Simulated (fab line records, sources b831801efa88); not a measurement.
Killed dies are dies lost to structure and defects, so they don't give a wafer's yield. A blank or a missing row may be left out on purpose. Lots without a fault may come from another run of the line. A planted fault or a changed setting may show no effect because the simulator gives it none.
Chamber matching | flow sky130 | SKY_VIA2_HDPCVD_00 on hdpcvd-02: 3 sister chambers
The step deposits SiO2, target thk 1180 nm, time 196.7 s. 14 wafers are shown with their chamber, then 6 later ones without.

WAFERS WITH THEIR CHAMBER
wafer  | chamber | run_length_s (s) | sih4_flow_sccm (sccm) | pressure_mtorr (mTorr)
L558.1 | 2       | 224.8            | 59.81                 | 5.988
L558.2 | 1       | 224.5            | 59.52                 | 5.988
L558.3 | 0       | 225.4            | 59.87                 | 5.981
L561.1 | 1       | 224.3            | 59.91                 | 6.001
L561.2 | 0       | 225.5            | 60.28                 | 6.009
L561.4 | 1       | 223.9            | 59.94                 | 6.008
L562.1 | 1       | 224.3            | 60.11                 | 5.986
L566.1 | 0       | 225.3            | 60.08                 | 5.981
L576.4 | 2       | 224.7            | 59.68                 | 5.964
L576.5 | 0       | 224.9            | 60.31                 | 5.997
L576.6 | 1       | 224.6            | 59.93                 | 5.997
L577.2 | 0       | 225.7            | 59.71                 | 5.990
L577.4 | 2       | 224.7            | 59.91                 | 6.004
L577.6 | 0       | 224.8            | 59.96                 | 5.987

SIGNATURES (means of the wafers above)
reading        | chamber 0 | chamber 1 | chamber 2 | scatter within a chamber
run_length_s   | 225.267   | 224.320   | 224.733   | 0.287
sih4_flow_sccm | 60.0350   | 59.8820   | 59.8000   | 0.212
pressure_mtorr | 5.99083   | 5.99600   | 5.98533   | 0.0125
Rule: a wafer's distance from a chamber is the root of the sum, over the readings, of the square of ((its reading less the chamber's mean) divided by the reading's scatter). The wafer belongs to the nearest chamber; if the next one is less than 2 further off, it can't be placed. The scatter: the root of (the sum of the squares of (reading less its chamber's mean) over the shown wafers, divided by (wafers less chambers)).

WAFERS WITHOUT THEIR CHAMBER
wafer  | run_length_s (s) | sih4_flow_sccm (sccm) | pressure_mtorr (mTorr)
L579.1 | 225.1            | 60.16                 | 6.000
L579.3 | 224.8            | 60.13                 | 6.011
L579.5 | 224.7            | 60.01                 | 5.992
L580.1 | 224.6            | 59.94                 | 5.988
L580.2 | 224.2            | 59.83                 | 6.009
L580.6 | 225.4            | 59.70                 | 5.988

WHICH CHAMBER EACH WENT THROUGH
wafer  | from the rows above          | in truth
L579.1 | can't be placed: 0 or 2 or 1 | 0
L579.3 | can't be placed: 0 or 1 or 2 | 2
L579.5 | can't be placed: 2 or 1 or 0 | 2
L580.1 | can't be placed: 2 or 1 or 0 | 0
L580.2 | can't be placed: 1 or 2      | 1
L580.6 | can't be placed: 0 or 2      | 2
Placed correctly: 0 of 6. Can't be placed from these rows: 6 (the true chamber is among the candidates in 6). Placed wrongly: 0.
